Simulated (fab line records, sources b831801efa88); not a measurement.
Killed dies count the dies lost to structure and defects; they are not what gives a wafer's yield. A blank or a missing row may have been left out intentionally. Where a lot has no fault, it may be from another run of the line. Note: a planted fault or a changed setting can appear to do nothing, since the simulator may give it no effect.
fab line records -- flow gf180mcu
[record] lots = 5, wafers = 15, last_day = 33
route steps=602 shown HV_LDD@234 NSD@235 PSD@248
lots that met no fault: from a run of the same line without faults
start_h: start of the lot's first displayed wafer, in hours after the record's first day -- wait_h: hours elapsed since this lot's preceding step -- " as in the row above -- L1.1+2: a row that stands for several wafers -- - no value, or no start given -- * or withheld: withheld -- < > ~ a bound
route shown NAME@n: names a module that has steps shown in the file, with the first one's number in the route -- usual: mean/standard deviation taken from wafers without a fault -- same: alike in all rows -- chamber/n: place in a boat -- sites: each site's reading -- _std_site: standard deviation of those values -- _edge_site: the outer-site mean with the inner-site mean subtracted -- radius_mm: how far each site lies from the wafer's centre -- mask NAME#n: copy n -- behind: tool/chamber where the wafer was last shaped -- hold: what put the lot on hold/how long, in hours/how the hold closed -- device: transistor that didn't switch, given as n, p or np -- end of line: the tests these same wafers got at the end of their route -- for a step that has no rows: nothing shown but its recipe -- killed: not the wafer's yield, but the dies lost to structure and defects at the first sort -- map: the dies of a wafer, with x for killed, . for not killed, _ for no die there
set.NAME: the setting as run; set.NAME@STEP: as run at that earlier step -- model.NAME: the simulator's own value behind a step, which no gauge read
lots at some steps of the route; a table a step, a row a wafer
services: a tool's chamber out of use, with start hour (start_h, from the record's first day; less than 0 if before it), hours out, and reason
[[steps]]
[step GF_HV_LDD_ETCHBACK_58]
[recipe] chemistry = CH3F/O2, target = Si3N4, stop_on = SiO2, source_w = 400, bias_w = 80, pressure_mtorr = 25, ch3f_flow_sccm = 40, O2_flow_sccm = 30, time_s = 100, target_depth_a = 900
[usual] bias_w = 79.98/0.25, drypump_motor_current_A = 5.5/0.48, oes_product_au = 0.833/0.0064, rf_fwd_power_W = 397.8/1.5, throttle_valve_pct = 10.562/0.0086
[same] time_s = 100
lot.wafer,tool,chamber,start_h,wait_h,bias_w,drypump_motor_current_A,oes_product_au,rf_fwd_power_W,rf_hours_counter_h,throttle_valve_pct
L656.1,rie_diel-03,2,315.71,0.1,80.05,5.3,0.829,399.6,18,10.579
L656.2,rie_diel-03,3,315.71,0.1,80.07,5.5,0.838,398.8,71,10.570
L656.4,rie_diel-03,1,315.71,0.1,79.80,5.8,0.839,400.4,16,10.567
L657.1,rie_diel-04,2,331.35,0.1,79.57,5.3,0.831,397.0,15,10.573
L657.2,rie_diel-04,3,331.35,0.1,79.57,5.6,0.823,400.1,98,10.555
L657.4,rie_diel-04,1,331.35,0.1,80.05,5.4,0.834,400.8,101,10.565
L659.1,rie_diel-04,1,338.29,0.1,79.98,5.4,0.830,400.0,101,10.561
L659.2,rie_diel-04,3,338.29,0.1,79.70,5.6,0.826,398.4,99,10.573
L659.6,rie_diel-04,0,338.29,0.1,79.72,5.1,0.836,398.7,-,10.566
L668.1,rie_diel-01,3,413.83,0.1,80.41,5.7,0.827,396.4,96,10.560
L668.3,rie_diel-01,0,413.83,0.1,79.62,6.4,0.840,396.0,67,10.561
L668.6,rie_diel-01,3,413.83,0.1,80.45,5.7,0.832,396.4,-,10.572
L671.4,rie_diel-03,3,438.70,0.1,80.17,5.5,0.829,398.2,-,10.560
L671.5,rie_diel-03,1,438.70,0.1,80.11,5.7,0.832,400.1,-,10.566
L671.6,rie_diel-03,0,438.70,0.1,79.97,4.8,0.831,395.5,-,10.572
[step GF_NSD_DEHYDRATE_00]
[recipe] temp_c = 200, time_s = 60
[step GF_NSD_HMDS_01]
[recipe] prime_time_s = 60, prime_temp_c = 120
[step GF_NSD_COAT_02]
[recipe] resist = NOVOLAK, spin_rpm = 3000, resist_thk_nm = 1000
[step GF_NSD_SOFTBAKE_03]
[recipe] temp_c = 90, time_s = 60, resist = NOVOLAK
[step GF_NSD_EXPOSE_04]
[recipe] mask_id = Nplus, target_cd_nm = 400, na = 0.6, source_shape = conventional, sigma_outer = 0.6, dose_mj = 140
[step GF_NSD_PEB_05]
[recipe] temp_c = withheld, time_s = *, resist = NOVOLAK
[step GF_NSD_DEVELOP_06]
[recipe] develop_time_s = 60, dev_temp_c = 23
[step GF_NSD_CD_MEAS_07]
[recipe] target_cd_nm = 400
[usual] cd_nm = 400.1/2.3
lot.wafer,tool,chamber,start_h,wait_h,cd_nm
L656.1,cd_sem-02,-,336.72,0.1,401.4
L656.2,cd_sem-02,-,336.72,0.1,401.6
L656.4,cd_sem-02,-,336.72,0.1,400.3
L657.1,cd_sem-02,-,352.68,0.1,402.7
L657.2,cd_sem-02,-,352.68,0.1,401.6
L657.4,cd_sem-02,-,352.68,0.1,399.8
L659.1,cd_sem-02,-,360.72,0.1,401.2
L659.2,cd_sem-02,-,360.72,0.1,402.6
L659.6,cd_sem-02,-,360.72,0.1,401.2
L668.1,cd_sem-01,-,437.64,0.2,399.5
L668.3,cd_sem-01,-,437.64,0.2,400.2
L668.6,cd_sem-01,-,437.64,0.2,398.2
L671.4,cd_sem-01,-,462.98,0.1,401.5
L671.5,cd_sem-01,-,462.98,0.1,402.8
L671.6,cd_sem-01,-,462.98,0.1,402.2
[step GF_NSD_OVL_MEAS_08]
[usual] NSD_OVL = 0.2/1.1
lot.wafer,tool,chamber,start_h,wait_h,NSD_OVL[nm]
L656.1,overlay-02,-,336.84,0.1,-0.8
L656.2,overlay-02,-,336.84,0.1,0.7
L656.4,overlay-02,-,336.84,0.1,0.2
L657.1,overlay-01,-,352.80,0.1,-1.3
L657.2,overlay-01,-,352.80,0.1,-0.9
L657.4,overlay-01,-,352.80,0.1,-2.0
L659.1,overlay-01,-,360.84,0.1,1.9
L659.2,overlay-01,-,360.84,0.1,1.5
L659.6,overlay-01,-,360.84,0.1,1.8
L668.1,overlay-02,-,437.76,0.1,1.2
L668.3,overlay-02,-,437.76,0.1,0.4
L668.6,overlay-02,-,437.76,0.1,0.1
L671.4,overlay-01,-,463.06,0.1,0.0
L671.5,overlay-01,-,463.06,0.1,0.8
L671.6,overlay-01,-,463.06,0.1,-1.3
[step GF_NSD_IMPLANT_09]
[recipe] species = As, energy_kev = 60, dose_cm2 = 4e+15, tilt_deg = 7
[step GF_NSD_IMPLANT_10]
[recipe] species = P, energy_kev = 40, dose_cm2 = 5e+14, tilt_deg = 7
[step GF_NSD_STRIP_11]
[recipe] chemistry = O2/N2, power_w = 1400, pressure_mtorr = 1500, platen_temp_c = 250, o2_flow_sccm = 3000, n2_flow_sccm = 300, overash_fraction = 0.5
[usual] drypump_motor_current_A = 6.1/0.46, heater_power_w = 333/15, o2_flow_sccm = 3000/9.7, oes_product_au = 0.487/0.0049, strip_time_to_endpoint_s = 22.948/0.028
lot.wafer,tool,chamber,start_h,wait_h,drypump_motor_current_A,heater_power_w,o2_flow_sccm,oes_product_au,rf_hours_counter_h,strip_time_to_endpoint_s,model.NOVOLAK_of_NSD_COAT_02.thk_nm
L656.1,plasma_asher-01,1,337.18,0.1,6.2,344,3001,0.490,24,22.995,0
L656.2,plasma_asher-01,0,337.18,0.1,6.6,340,3006,0.483,24,22.996,0
L656.4,plasma_asher-01,1,337.18,0.1,6.2,343,2995,0.489,-,22.990,0
L657.1,plasma_asher-01,1,353.13,0.1,6.2,345,2994,0.307,26,-,700.4
L657.2,plasma_asher-01,0,353.13,0.1,6.6,343,2978,0.311,26,-,699.1
L657.4,plasma_asher-01,1,353.13,0.1,6.2,348,2990,0.297,-,-,701.2
L659.1,plasma_asher-03,0,361.18,0.1,5.5,309,2991,0.491,61,22.934,0
L659.2,plasma_asher-03,1,361.18,0.1,5.5,322,3004,0.484,61,22.950,0
L659.6,plasma_asher-03,0,361.18,0.1,5.5,314,2977,0.490,-,22.918,0
L668.1,plasma_asher-01,1,438.10,0.1,6.2,353,3015,0.488,35,22.960,0
L668.3,plasma_asher-01,0,438.10,0.1,6.6,336,2999,0.495,-,23.008,0
L668.6,plasma_asher-01,0,438.10,0.1,6.6,333,2983,0.487,-,22.966,0
L671.4,plasma_asher-04,0,463.41,0.1,6.3,337,3022,0.488,-,22.958,0
L671.5,plasma_asher-04,1,463.41,0.1,6.6,354,3003,0.493,-,22.923,0
L671.6,plasma_asher-04,0,463.41,0.1,6.3,326,3021,0.494,-,22.954,0
[step GF_NSD_TW_MEAS_12]
[usual] NSD_TW = 4229/48
lot.wafer,tool,chamber,start_h,wait_h,NSD_TW
L656.1,film_metro-04,-,337.28,0.1,4166
L656.2,film_metro-04,-,337.28,0.1,4143
L656.4,film_metro-04,-,337.28,0.1,4157
L657.1,film_metro-03,-,353.23,0.1,4250
L657.2,film_metro-03,-,353.23,0.1,4227
L657.4,film_metro-03,-,353.23,0.1,4229
L659.1,film_metro-04,-,361.28,0.1,4168
L659.2,film_metro-04,-,361.28,0.1,4192
L659.6,film_metro-04,-,361.28,0.1,4200
L668.1,film_metro-03,-,438.20,0.1,4287
L668.3,film_metro-03,-,438.20,0.1,4278
L668.6,film_metro-03,-,438.20,0.1,4317
L671.4,film_metro-02,-,463.51,0.1,4257
L671.5,film_metro-02,-,463.51,0.1,4261
L671.6,film_metro-02,-,463.51,0.1,4277
[step GF_PSD_DEHYDRATE_00]
[recipe] temp_c = 200, time_s = 60
[step GF_PSD_HMDS_01]
[recipe] prime_time_s = 60, prime_temp_c = 120
[step GF_PSD_COAT_02]
[recipe] resist = NOVOLAK, spin_rpm = 3000, resist_thk_nm = 1000
[step GF_PSD_SOFTBAKE_03]
[recipe] temp_c = 90, time_s = 60, resist = NOVOLAK
[step GF_PSD_EXPOSE_04]
[recipe] mask_id = Pplus, target_cd_nm = 400, na = 0.6, source_shape = conventional, sigma_outer = 0.6, dose_mj = 140
[step GF_PSD_PEB_05]
[recipe] temp_c = withheld, time_s = *, resist = NOVOLAK
[step GF_PSD_DEVELOP_06]
[recipe] develop_time_s = 60, dev_temp_c = 23
[step GF_PSD_CD_MEAS_07]
[recipe] target_cd_nm = 400
[usual] cd_nm = 400.9/2.2
lot.wafer,tool,chamber,start_h,wait_h,cd_nm
L656.1,cd_sem-01,-,358.37,0.1,401.8
L656.2,cd_sem-01,-,358.37,0.1,402.8
L656.4,cd_sem-01,-,358.37,0.1,404.0
L657.1,cd_sem-02,-,374.64,0.1,401.3
L657.2,cd_sem-02,-,374.64,0.1,401.8
L657.4,cd_sem-02,-,374.64,0.1,401.9
L659.1,cd_sem-02,-,383.94,0.1,400.4
L659.2,cd_sem-02,-,383.94,0.1,397.6
L659.6,cd_sem-02,-,383.94,0.1,398.4
L668.1,cd_sem-01,-,461.64,0.1,403.5
L668.3,cd_sem-01,-,461.64,0.1,401.3
L668.6,cd_sem-01,-,461.64,0.1,400.7
L671.4,cd_sem-01,-,487.40,0.1,398.9
L671.5,cd_sem-01,-,487.40,0.1,398.8
L671.6,cd_sem-01,-,487.40,0.1,400.0
[step GF_PSD_OVL_MEAS_08]
[usual] PSD_OVL = 0.0/1.5
lot.wafer,tool,chamber,start_h,wait_h,PSD_OVL[nm]
L656.1,overlay-01,-,358.49,0.1,-0.7
L656.2,overlay-01,-,358.49,0.1,0.4
L656.4,overlay-01,-,358.49,0.1,0.7
L657.1,overlay-02,-,374.76,0.1,2.1
L657.2,overlay-02,-,374.76,0.1,3.2
L657.4,overlay-02,-,374.76,0.1,3.7
L659.1,overlay-01,-,384.06,0.1,1.6
L659.2,overlay-01,-,384.06,0.1,0.1
L659.6,overlay-01,-,384.06,0.1,0.2
L668.1,overlay-02,-,461.76,0.1,0.2
L668.3,overlay-02,-,461.76,0.1,1.4
L668.6,overlay-02,-,461.76,0.1,0.1
L671.4,overlay-01,-,487.47,0.1,-2.7
L671.5,overlay-01,-,487.47,0.1,-0.7
L671.6,overlay-01,-,487.47,0.1,-1.7
[step GF_PSD_IMPLANT_09]
[recipe] species = BF2, energy_kev = 40, dose_cm2 = 1.5e+15, tilt_deg = 7
[step GF_PSD_STRIP_10]
[recipe] chemistry = O2/N2, power_w = 1400, pressure_mtorr = 1500, platen_temp_c = 250, o2_flow_sccm = 3000, n2_flow_sccm = 300, overash_fraction = 0.5
[usual] drypump_motor_current_A = 6.1/0.39, heater_power_w = 367/31, o2_flow_sccm = 3000/9.2, oes_product_au = 0.592/0.0043, strip_time_to_endpoint_s = 16.515/0.028
lot.wafer,tool,chamber,start_h,wait_h,drypump_motor_current_A,heater_power_w,o2_flow_sccm,oes_product_au,rf_hours_counter_h,strip_time_to_endpoint_s
L656.1,plasma_asher-01,1,358.68,0.1,6.2,347,2999,0.594,26,16.528
L656.2,plasma_asher-01,0,358.68,0.1,6.6,331,2995,0.587,26,16.537
L656.4,plasma_asher-01,1,358.68,0.1,6.2,340,2993,0.586,-,16.491
L657.1,plasma_asher-04,0,374.94,0.1,6.3,340,2980,0.634,67,26.988
L657.2,plasma_asher-04,1,374.94,0.1,6.6,349,2980,0.643,67,26.968
L657.4,plasma_asher-04,0,374.94,0.1,6.3,343,2996,0.639,-,26.992
L659.1,plasma_asher-04,1,384.24,0.1,6.6,344,2998,0.594,68,16.500
L659.2,plasma_asher-04,0,384.24,0.1,6.3,344,3005,0.594,68,16.538
L659.6,plasma_asher-04,0,384.24,0.1,6.3,345,2999,0.595,-,16.496
L668.1,plasma_asher-02,0,461.94,0.1,5.6,398,3010,0.591,81,16.492
L668.3,plasma_asher-02,0,461.94,0.1,5.6,401,3005,0.588,-,16.543
L668.6,plasma_asher-02,0,461.94,0.1,5.6,389,2990,0.595,-,16.483
L671.4,plasma_asher-02,0,487.67,0.1,5.6,391,2999,0.597,-,16.517
L671.5,plasma_asher-02,1,487.67,0.1,5.8,408,3010,0.587,-,16.497
L671.6,plasma_asher-02,0,487.67,0.1,5.6,403,3010,0.588,-,16.480
[step GF_PSD_TW_MEAS_11]
[usual] PSD_TW = 3168/29
lot.wafer,tool,chamber,start_h,wait_h,PSD_TW
L656.1,film_metro-02,-,358.78,0.1,3181
L656.2,film_metro-02,-,358.78,0.1,3175
L656.4,film_metro-02,-,358.78,0.1,3178
L657.1,film_metro-04,-,375.04,0.1,29
L657.2,film_metro-04,-,375.04,0.1,29
L657.4,film_metro-04,-,375.04,0.1,29
L659.1,film_metro-04,-,384.34,0.1,3129
L659.2,film_metro-04,-,384.34,0.1,3137
L659.6,film_metro-04,-,384.34,0.1,3136
L668.1,film_metro-02,-,462.04,0.1,3185
L668.3,film_metro-02,-,462.04,0.1,3183
L668.6,film_metro-02,-,462.04,0.1,3178
L671.4,film_metro-03,-,487.77,0.1,3188
L671.5,film_metro-03,-,487.77,0.1,3180
L671.6,film_metro-03,-,487.77,0.1,3176
[step GF_PSD_CLEAN_12]
[recipe] chemistry = SC1/SC2, mix = 1:4:20, temp_c = 70, time_s = 150, dry = n2_spin
[[services]]
tool,chamber,start_h,hours,kind
plasma_asher-02,-,293.05,14.6,pm
rie_diel-04,1,304.11,10.5,repair
rie_diel-03,-,317.37,2.8,pm
plasma_asher-01,-,326.38,4.5,repair
rie_diel-01,3,330.39,3.7,repair
rie_diel-03,-,355.62,0.2,repair
rie_diel-03,-,355.66,0.8,repair
rie_diel-01,0,370.01,12.9,repair
rie_diel-01,-,401.08,1.0,repair
plasma_asher-04,-,421.25,9.0,pm
plasma_asher-04,0,421.25,9.0,vent_cycle
plasma_asher-04,1,421.25,9.0,vent_cycle
plasma_asher-04,0,430.25,-,clean
plasma_asher-04,1,430.25,-,clean
rie_diel-03,2,434.39,5.9,repair
rie_diel-03,0,439.44,18.1,repair
rie_diel-04,1,450.98,-,clean
rie_diel-04,1,450.98,15.7,scheduled_down
rie_diel-04,1,450.98,15.7,vent_cycle
rie_diel-03,3,459.76,4.3,repair
rie_diel-03,-,464.40,5.5,repair
rie_diel-04,3,468.45,-,clean
rie_diel-04,3,468.45,20.7,scheduled_down
rie_diel-04,3,468.45,20.7,vent_cycle
[[key]]
[first_sign] step = GF_NSD_STRIP_11, reading = oes_product_au, direction = down, sigmas = 37, usual = 0.487, struck = 0.305
[effect] step = GF_PSD_STRIP_10, reading = strip_time_to_endpoint_s, direction = up, sigmas = 99+, usual = *, struck = *
[effect] step = GF_PSD_TW_MEAS_11, reading = PSD_TW, direction = down, sigmas = 99+, usual = 3168, struck = 29
[model_effect] step = GF_NSD_STRIP_11, value = NOVOLAK_of_NSD_COAT_02.thk_nm, without = 0, struck = 700.2
met_at GF_NSD_STRIP_11
struck_wafers L657.1,L657.2,L657.4
sort_left_out L657.1,L657.2,L657.4
tester_left_out L657
onset_between 337.18 353.13
[fault] kind = strip_aborted, tool = plasma_asher-01, chamber = -, onset_h = 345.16, steps = GF_NSD_STRIP_11, offset = 0.66865, end_h = 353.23
// tester_left_out: of these lots the tester's yield and bins aren't shown, on N5 and GAA mostly nor the transistor test; their killed dies are dies lost to structure and defects alone, not to doping, threshold or leakage, so they don't give the yield
// sort_left_out: the simulated sort isn't trusted on such a fault, so these wafers' sort isn't shown, and their yield isn't known
